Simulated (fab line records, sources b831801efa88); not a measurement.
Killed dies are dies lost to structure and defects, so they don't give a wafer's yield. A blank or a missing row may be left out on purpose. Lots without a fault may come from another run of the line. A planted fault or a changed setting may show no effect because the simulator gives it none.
One fault seen from 2 desks | flow sky130 | each desk has only its own numbers; what lay behind them comes last

THE TOOL OWNER'S DESK: iline_stepper-02
The tool's own readings at SKY_VT_ADJUST_HVTR_EXPOSE_04 (exposes mask HVTRM, target cd 380 nm): means of the sampled wafers that have a number, for each lot that ran on this tool. A lot is out of limits, marked OUT, if its mean lies more than 4 standard deviations from the usual mean; the brackets give that distance.
Columns: A = exposure_dose_mJ_cm2 at SKY_VT_ADJUST_HVTR_EXPOSE_04, usual 150.00
lot  | first seen here | A
L849 | day 10 05:54    | 149.92
L851 | day 10 18:20    | 149.86
L853 | day 11 07:54    | 149.97
L855 | day 11 20:19    | 149.89
L857 | day 12 08:47    | 150.03
L865 | day 14 23:02    | 150.10
L867 | day 15 15:14    | 150.04
This desk's finding: nothing out of limits on any of the 7 lots.

THE METROLOGY DESK
What the gauges read, lot by lot, whatever tool the lot ran on: means of the sampled wafers that have a number. A lot is out of limits, marked OUT, if its mean lies more than 4 standard deviations from the usual mean; the brackets give that distance.
Columns: A = INCOMING_BOW at SKY_FIELD_ISO_BOW_MEAS_00, usual 0 um; B = cd_nm at SKY_VT_ADJUST_HVTR_CD_MEAS_07, usual 379.7 nm; C = VT_ADJUST_HVTR_TW at SKY_VT_ADJUST_HVTR_TW_MEAS_11, usual 211.6; D = LDD_N_OVL at SKY_LDD_N_OVL_MEAS_07, usual 0.1 nm
lot  | first seen here | A  | B     | C     | D
L849 | day 1 20:00     | 0  | 379.9 | 212.4 | 0.1
L851 | day 2 06:01     | 4  | 377.0 | 212.6 | -1.1
L852 | day 2 11:00     | -4 | 380.6 | 212.5 | 1.4
L853 | day 2 16:00     | 3  | 377.5 | 210.0 | -0.1
L854 | day 2 21:01     | 2  | 380.0 | 211.9 | 0.1
L855 | day 3 02:00     | -6 | 381.3 | 212.4 | -1.0
L857 | day 3 12:01     | 0  | 377.0 | 209.6 | 0.9
L858 | day 3 17:01     | 3  | 379.7 | 213.9 | 0.5
L859 | day 3 22:00     | 2  | 378.4 | 210.6 | -0.2
L860 | day 4 03:00     | -5 | 381.9 | 209.5 | 0.0
L865 | day 5 04:02     | 6  | 370.8 | 211.0 | -0.7
L867 | day 5 14:02     | 0  | 374.2 | 212.7 | 1.0
L869 | day 6 00:00     | 5  | 377.0 | 212.7 | -0.6
This desk's finding: nothing out of limits on any of the 13 lots.

PUT TOGETHER
The tool owner's desk saw nothing out of limits.
The metrology desk saw nothing out of limits.

WHAT THE SIMULATOR HAD PUT IN
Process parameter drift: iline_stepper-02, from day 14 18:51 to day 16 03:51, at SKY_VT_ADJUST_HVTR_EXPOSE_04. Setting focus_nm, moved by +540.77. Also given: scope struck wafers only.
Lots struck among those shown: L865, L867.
